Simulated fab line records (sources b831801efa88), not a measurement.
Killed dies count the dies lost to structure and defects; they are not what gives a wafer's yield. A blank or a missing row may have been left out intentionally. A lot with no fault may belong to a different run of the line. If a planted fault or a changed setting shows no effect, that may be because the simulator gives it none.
Chamber matching || flow gf180mcu || hdpcvd-02 running GF_V3_CVD_00: 3 sister chambers
The step deposits SiO2, target thk 600 nm, time 100 s. 6 wafers are shown with their chamber, then 8 later ones without.

== WAFERS PAIRED WITH THEIR CHAMBERS ==
{"wafer": "L322.2", "chamber": 1, "sih4FlowSccm (sccm)": 60.24, "pressureMtorr (mTorr)": 5.979}
{"wafer": "L322.6", "chamber": 2, "sih4FlowSccm (sccm)": 60.14, "pressureMtorr (mTorr)": 5.996}
{"wafer": "L323.2", "chamber": 0, "sih4FlowSccm (sccm)": 59.93, "pressureMtorr (mTorr)": 5.989}
{"wafer": "L323.3", "chamber": 2, "sih4FlowSccm (sccm)": 60.11, "pressureMtorr (mTorr)": 5.993}
{"wafer": "L323.5", "chamber": 0, "sih4FlowSccm (sccm)": 59.70, "pressureMtorr (mTorr)": 5.997}
{"wafer": "L335.2", "chamber": 1, "sih4FlowSccm (sccm)": 60.05, "pressureMtorr (mTorr)": 6.007}

== WAFERS WITHOUT THEIR CHAMBER ==
{"wafer": "L335.5", "sih4FlowSccm (sccm)": 60.20, "pressureMtorr (mTorr)": 5.993}
{"wafer": "L335.6", "sih4FlowSccm (sccm)": 60.06, "pressureMtorr (mTorr)": 6.012}
{"wafer": "L336.2", "sih4FlowSccm (sccm)": 59.96, "pressureMtorr (mTorr)": 5.996}
{"wafer": "L336.4", "sih4FlowSccm (sccm)": 60.30, "pressureMtorr (mTorr)": 6.000}
{"wafer": "L336.5", "sih4FlowSccm (sccm)": 59.91, "pressureMtorr (mTorr)": 5.982}
{"wafer": "L338.1", "sih4FlowSccm (sccm)": 60.28, "pressureMtorr (mTorr)": 5.999}
{"wafer": "L338.2", "sih4FlowSccm (sccm)": 60.03, "pressureMtorr (mTorr)": 6.000}
{"wafer": "L338.5", "sih4FlowSccm (sccm)": 59.94, "pressureMtorr (mTorr)": 5.994}

== THE CHAMBER EACH PASSED THROUGH ==
{"wafer": "L335.5", "from the rows above": "can't be placed: 1 or 2", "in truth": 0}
{"wafer": "L335.6", "from the rows above": "can't be placed: 2 or 1 or 0", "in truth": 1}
{"wafer": "L336.2", "from the rows above": "can't be placed: 0 or 2 or 1", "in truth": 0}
{"wafer": "L336.4", "from the rows above": "can't be placed: 1 or 2", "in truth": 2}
{"wafer": "L336.5", "from the rows above": "can't be placed: 0 or 2 or 1", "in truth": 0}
{"wafer": "L338.1", "from the rows above": "can't be placed: 1 or 2", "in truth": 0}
{"wafer": "L338.2", "from the rows above": "can't be placed: 2 or 1 or 0", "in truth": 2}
{"wafer": "L338.5", "from the rows above": "can't be placed: 0 or 2 or 1", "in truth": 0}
0 of 8 placed correctly. Unplaceable from these rows: 8, with the true chamber sitting among the candidates in 6. 0 placed wrongly.
How it was worked out, from the rows above alone: a wafer's distance from a chamber is the root of the sum, over the readings, of the square of ((its reading less the chamber's mean) divided by the reading's scatter). If the next closest chamber is less than 2 further off than the closest, the wafer can't be placed; otherwise it belongs to the closest. A chamber's mean is the mean of its shown wafers. The scatter: take each reading less its chamber's mean, square it, sum over the shown wafers, divide by the number of wafers less the number of chambers, and take the root.
